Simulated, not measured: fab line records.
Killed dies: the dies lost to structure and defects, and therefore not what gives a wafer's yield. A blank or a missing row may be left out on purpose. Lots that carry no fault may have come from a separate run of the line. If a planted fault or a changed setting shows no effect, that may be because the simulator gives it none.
What tool caused it? :: flow gf180mcu :: 39 wafers from 13 lots sampled at 4 of the route's 602 steps

== WHAT EACH GAUGE READ, for each wafer ==
GF_M1_CD_MEAS_14: the cd target is 230 nm. Usual: cd nm 229.6 nm, standard deviation 1.5.
lot: L872
measured: day 17 03:14
on: cd sem-01
cd nm (nm): 228.6 227.8 228.8
flag: 

lot: L873
measured: day 17 15:25
on: cd sem-02
cd nm (nm): 229.9 230.4 230.5
flag: 

lot: L875
measured: day 18 04:47
on: cd sem-02
cd nm (nm): 229.2 229.8 229.9
flag: 

lot: L877
measured: day 18 21:38
on: cd sem-01
cd nm (nm): 229.5 228.7 229.3
flag: 

lot: L879
measured: day 19 13:08
on: cd sem-02
cd nm (nm): 228.9 228.6 230.3
flag: 

lot: L880
measured: day 20 03:21
on: cd sem-02
cd nm (nm): 229.5 230.7 230.8
flag: 

lot: L881
measured: day 20 10:58
on: cd sem-02
cd nm (nm): 230.3 231.0 229.4
flag: 

lot: L887
measured: day 22 17:23
on: cd sem-01
cd nm (nm): 231.2 230.5 231.4
flag: 

lot: L889
measured: day 23 08:24
on: cd sem-02
cd nm (nm): 231.9 233.5 233.0
flag: 

lot: L890
measured: day 23 15:40
on: cd sem-01
cd nm (nm): 229.0 228.6 228.6
flag: 

lot: L891
measured: day 24 01:50
on: cd sem-01
cd nm (nm): 229.4 228.4 229.7
flag: 

lot: L893
measured: day 24 18:01
on: cd sem-01
cd nm (nm): 230.6 231.9 231.4
flag: 

lot: L895
measured: day 25 05:16
on: cd sem-02
cd nm (nm): 227.9 227.9 228.4
flag: 

== EACH LOT AND THE TOOL THAT RAN IT (in order: tool; ch and the chambers of the sampled wafers; start) ==
lot: L872
GF_VT_IMPLANT_STRIP_20: plasma asher-01 ch 0,1, day 6 07:22
GF_DUAL_GATE_OXIDATION_15: furnace-02 ch 0, day 8 10:31
GF_M1_SPUTTER_03: pvd sputter-04, day 16 05:26

lot: L873
GF_VT_IMPLANT_STRIP_20: plasma asher-03 ch 0,1, day 6 12:25
GF_DUAL_GATE_OXIDATION_15: furnace-01 ch 0, day 8 15:24
GF_M1_SPUTTER_03: pvd sputter-03, day 16 16:47

lot: L875
GF_VT_IMPLANT_STRIP_20: plasma asher-01 ch 0,1, day 7 03:59
GF_DUAL_GATE_OXIDATION_15: furnace-01 ch 0, day 9 08:17
GF_M1_SPUTTER_03: pvd sputter-04, day 17 06:06

lot: L877
GF_VT_IMPLANT_STRIP_20: plasma asher-01 ch 0,1, day 7 13:25
GF_DUAL_GATE_OXIDATION_15: furnace-02 ch 0, day 9 18:30
GF_M1_SPUTTER_03: pvd sputter-01, day 17 22:20

lot: L879
GF_VT_IMPLANT_STRIP_20: plasma asher-04 ch 0,1, day 8 00:38
GF_DUAL_GATE_OXIDATION_15: furnace-01 ch 0, day 10 05:58
GF_M1_SPUTTER_03: pvd sputter-03, day 18 12:41

lot: L880
GF_VT_IMPLANT_STRIP_20: plasma asher-01 ch 0,1, day 8 11:09
GF_DUAL_GATE_OXIDATION_15: furnace-01 ch 0, day 10 17:31
GF_M1_SPUTTER_03: pvd sputter-04, day 19 03:00

lot: L881
GF_VT_IMPLANT_STRIP_20: plasma asher-03 ch 0,1, day 8 15:35
GF_DUAL_GATE_OXIDATION_15: furnace-01 ch 0, day 10 22:25
GF_M1_SPUTTER_03: pvd sputter-01, day 19 10:24

lot: L887
GF_VT_IMPLANT_STRIP_20: plasma asher-04 ch 0,1, day 10 05:20
GF_DUAL_GATE_OXIDATION_15: furnace-02 ch 0, day 12 16:06
GF_M1_SPUTTER_03: pvd sputter-03, day 21 17:55

lot: L889
GF_VT_IMPLANT_STRIP_20: plasma asher-04 ch 0,1, day 10 19:52
GF_DUAL_GATE_OXIDATION_15: furnace-02 ch 0, day 13 07:55
GF_M1_SPUTTER_03: pvd sputter-01, day 22 09:11

lot: L890
GF_VT_IMPLANT_STRIP_20: plasma asher-03 ch 0,1, day 10 23:56
GF_DUAL_GATE_OXIDATION_15: furnace-01 ch 0, day 13 13:16
GF_M1_SPUTTER_03: pvd sputter-03, day 22 16:28

lot: L891
GF_VT_IMPLANT_STRIP_20: plasma asher-03 ch 0,1, day 11 07:03
GF_DUAL_GATE_OXIDATION_15: furnace-02 ch 0, day 13 20:40
GF_M1_SPUTTER_03: pvd sputter-01, day 23 02:47

lot: L893
GF_VT_IMPLANT_STRIP_20: plasma asher-03 ch 0,1, day 11 20:58
GF_DUAL_GATE_OXIDATION_15: furnace-02 ch 0, day 14 14:19
GF_M1_SPUTTER_03: pvd sputter-04, day 23 20:14

lot: L895
GF_VT_IMPLANT_STRIP_20: plasma asher-01 ch 0,1, day 12 08:34
GF_DUAL_GATE_OXIDATION_15: furnace-01 ch 0, day 15 04:50
GF_M1_SPUTTER_03: pvd sputter-01, day 24 07:37
- GF_VT_IMPLANT_STRIP_20: strips in O2/N2.
- GF_DUAL_GATE_OXIDATION_15: stabilise 600 s, purge 300 s, target thk 7.098 nm.
- GF_M1_SPUTTER_03: material Ti, target thk 10 nm, time 6.7 s.

== WHAT THE TOOLS THEMSELVES READ (means of the sampled wafers that have a number; where no wafer has one, the mark that the record gives instead) ==
GF_VT_IMPLANT_STRIP_20. Usual: drypump motor current A 5.8 A, standard deviation 0.58; heater power w 365 W, standard deviation 35; oes product au 0.715 a.u., standard deviation 0.0044; strip time to endpoint s 12.63 s, standard deviation 0.032.
lot: L872
tool: plasma asher-01
drypump motor current A (A): 6.0
heater power w (W): 366
oes product au (a.u.): 0.712
strip time to endpoint s (s): 12.65
flag: 

lot: L873
tool: plasma asher-03
drypump motor current A (A): 5.4
heater power w (W): 364
oes product au (a.u.): 0.715
strip time to endpoint s (s): 12.61
flag: 

lot: L875
tool: plasma asher-01
drypump motor current A (A): 6.2
heater power w (W): 371
oes product au (a.u.): 0.710
strip time to endpoint s (s): 12.66
flag: 

lot: L877
tool: plasma asher-01
drypump motor current A (A): 6.2
heater power w (W): 368
oes product au (a.u.): 0.712
strip time to endpoint s (s): 12.59
flag: 

lot: L879
tool: plasma asher-04
drypump motor current A (A): 5.5
heater power w (W): 324
oes product au (a.u.): 0.712
strip time to endpoint s (s): 12.61
flag: 

lot: L880
tool: plasma asher-01
drypump motor current A (A): 6.2
heater power w (W): 376
oes product au (a.u.): 0.717
strip time to endpoint s (s): 12.62
flag: 

lot: L881
tool: plasma asher-03
drypump motor current A (A): 5.4
heater power w (W): 358
oes product au (a.u.): 0.711
strip time to endpoint s (s): 12.62
flag: 

lot: L887
tool: plasma asher-04
drypump motor current A (A): 5.7
heater power w (W): 329
oes product au (a.u.): 0.717
strip time to endpoint s (s): 12.62
flag: 

lot: L889
tool: plasma asher-04
drypump motor current A (A): 5.5
heater power w (W): 328
oes product au (a.u.): 0.716
strip time to endpoint s (s): 12.63
flag: 

lot: L890
tool: plasma asher-03
drypump motor current A (A): 5.0
heater power w (W): 396
oes product au (a.u.): 0.716
strip time to endpoint s (s): 12.64
flag: 

lot: L891
tool: plasma asher-03
drypump motor current A (A): 5.4
heater power w (W): 355
oes product au (a.u.): 0.712
strip time to endpoint s (s): 12.62
flag: 

lot: L893
tool: plasma asher-03
drypump motor current A (A): 5.4
heater power w (W): 356
oes product au (a.u.): 0.714
strip time to endpoint s (s): 12.62
flag: 

lot: L895
tool: plasma asher-01
drypump motor current A (A): 6.2
heater power w (W): 371
oes product au (a.u.): 0.717
strip time to endpoint s (s): 12.62
flag: 

GF_DUAL_GATE_OXIDATION_15. Usual: spike tc bottom C 867.4 C, standard deviation 1.7; spike tc centre C 849.9 C, standard deviation 1; spike tc lower C 850.0 C, standard deviation 1.1; spike tc top C 865.5 C, standard deviation 1.7; spike tc upper C 849.8 C, standard deviation 0.95; zone power centre pct 17.8 %, standard deviation 0.48; zone power lower pct 16.5 %, standard deviation 0.87; zone power upper pct 14.90 %, standard deviation 0.16.
lot: L872
tool: furnace-02
spike tc bottom C (C): 868.2
spike tc centre C (C): 850.4
spike tc lower C (C): 848.7
spike tc top C (C): 865.2
spike tc upper C (C): 849.5
zone power centre pct (%): 18.3
zone power lower pct (%): 15.8
zone power upper pct (%): 14.85
flag: 

lot: L873
tool: furnace-01
spike tc bottom C (C): 865.3
spike tc centre C (C): 851.1
spike tc lower C (C): 850.9
spike tc top C (C): 866.7
spike tc upper C (C): 850.8
zone power centre pct (%): 17.3
zone power lower pct (%): 17.5
zone power upper pct (%): 15.00
flag: 

lot: L875
tool: furnace-01
spike tc bottom C (C): 865.8
spike tc centre C (C): 849.8
spike tc lower C (C): 851.2
spike tc top C (C): 867.8
spike tc upper C (C): 850.2
zone power centre pct (%): 17.2
zone power lower pct (%): 17.4
zone power upper pct (%): 15.12
flag: 

lot: L877
tool: furnace-02
spike tc bottom C (C): 868.4
spike tc centre C (C): 851.3
spike tc lower C (C): 849.6
spike tc top C (C): 864.3
spike tc upper C (C): 849.5
zone power centre pct (%): 18.1
zone power lower pct (%): 15.7
zone power upper pct (%): 14.85
flag: 

lot: L879
tool: furnace-01
spike tc bottom C (C): 864.0
spike tc centre C (C): 818.9
spike tc lower C (C): 855.2
spike tc top C (C): 867.1
spike tc upper C (C): 854.2
zone power centre pct (%): 6.9
zone power lower pct (%): 23.2
zone power upper pct (%): 19.83
flag: OFF

lot: L880
tool: furnace-01
spike tc bottom C (C): 864.7
spike tc centre C (C): 818.7
spike tc lower C (C): 854.4
spike tc top C (C): 866.1
spike tc upper C (C): 854.0
zone power centre pct (%): 6.9
zone power lower pct (%): 23.0
zone power upper pct (%): 19.60
flag: OFF

lot: L881
tool: furnace-01
spike tc bottom C (C): 865.4
spike tc centre C (C): 819.0
spike tc lower C (C): 854.8
spike tc top C (C): 866.8
spike tc upper C (C): 854.7
zone power centre pct (%): 6.8
zone power lower pct (%): 23.2
zone power upper pct (%): 19.93
flag: OFF

lot: L887
tool: furnace-02
spike tc bottom C (C): 869.0
spike tc centre C (C): 850.3
spike tc lower C (C): 849.1
spike tc top C (C): 863.6
spike tc upper C (C): 849.3
zone power centre pct (%): 18.1
zone power lower pct (%): 15.6
zone power upper pct (%): 14.78
flag: 

lot: L889
tool: furnace-02
spike tc bottom C (C): 868.3
spike tc centre C (C): 850.7
spike tc lower C (C): 849.3
spike tc top C (C): 864.2
spike tc upper C (C): 849.1
zone power centre pct (%): 18.1
zone power lower pct (%): 15.7
zone power upper pct (%): 14.82
flag: 

lot: L890
tool: furnace-01
spike tc bottom C (C): 866.4
spike tc centre C (C): 849.9
spike tc lower C (C): 850.4
spike tc top C (C): 867.2
spike tc upper C (C): 850.1
zone power centre pct (%): 17.0
zone power lower pct (%): 17.7
zone power upper pct (%): 14.95
flag: 

lot: L891
tool: furnace-02
spike tc bottom C (C): 869.7
spike tc centre C (C): 849.9
spike tc lower C (C): 849.1
spike tc top C (C): 864.5
spike tc upper C (C): 849.2
zone power centre pct (%): 18.2
zone power lower pct (%): 15.8
zone power upper pct (%): 14.88
flag: 

lot: L893
tool: furnace-02
spike tc bottom C (C): 869.0
spike tc centre C (C): 849.4
spike tc lower C (C): 848.9
spike tc top C (C): 863.9
spike tc upper C (C): 849.3
zone power centre pct (%): 18.5
zone power lower pct (%): 15.8
zone power upper pct (%): 14.82
flag: 

lot: L895
tool: furnace-01
spike tc bottom C (C): 866.1
spike tc centre C (C): 849.1
spike tc lower C (C): 850.8
spike tc top C (C): 866.9
spike tc upper C (C): 850.5
zone power centre pct (%): 17.4
zone power lower pct (%): 17.3
zone power upper pct (%): 15.10
flag: 

GF_M1_SPUTTER_03. Usual: throttle valve pct 29.8 %, standard deviation 0.52.
lot: L872
tool: pvd sputter-04
throttle valve pct (%): 29.7
flag: 

lot: L873
tool: pvd sputter-03
throttle valve pct (%): 29.5
flag: 

lot: L875
tool: pvd sputter-04
throttle valve pct (%): 29.8
flag: 

lot: L877
tool: pvd sputter-01
throttle valve pct (%): 30.6
flag: 

lot: L879
tool: pvd sputter-03
throttle valve pct (%): 29.5
flag: 

lot: L880
tool: pvd sputter-04
throttle valve pct (%): 30.0
flag: 

lot: L881
tool: pvd sputter-01
throttle valve pct (%): 29.8
flag: 

lot: L887
tool: pvd sputter-03
throttle valve pct (%): 29.6
flag: 

lot: L889
tool: pvd sputter-01
throttle valve pct (%): 30.1
flag: 

lot: L890
tool: pvd sputter-03
throttle valve pct (%): 29.9
flag: 

lot: L891
tool: pvd sputter-01
throttle valve pct (%): 30.1
flag: 

lot: L893
tool: pvd sputter-04
throttle valve pct (%): 29.6
flag: 

lot: L895
tool: pvd sputter-01
throttle valve pct (%): 30.0
flag: 

== THE ANSWER, worked out from the rows above alone ==
Rule: a lot counts as off when the mean over its wafers that have a number is more than 3 standard deviations away from the usual mean. A lot without any number at a reading at which 4 lots or more have one is off too. Where the step has rows for the other lots, those lots are counted as sound. First the gauges in route order, then the tools' own readings, where a lot's mean is used as printed above. The first step at which some lot is off is used, and at that step the reading that is off furthest; a lot without a number counts as furthest.
Off at GF_DUAL_GATE_OXIDATION_15 (zone power upper pct): L879, L880, L881.
If a tool, at that step or one of the process steps before it, ran each lot that is off and ran no sound lot following the first of them, it fits. Not one of the candidates tried fits.

== WHAT THE SIMULATOR HAD INSERTED ==
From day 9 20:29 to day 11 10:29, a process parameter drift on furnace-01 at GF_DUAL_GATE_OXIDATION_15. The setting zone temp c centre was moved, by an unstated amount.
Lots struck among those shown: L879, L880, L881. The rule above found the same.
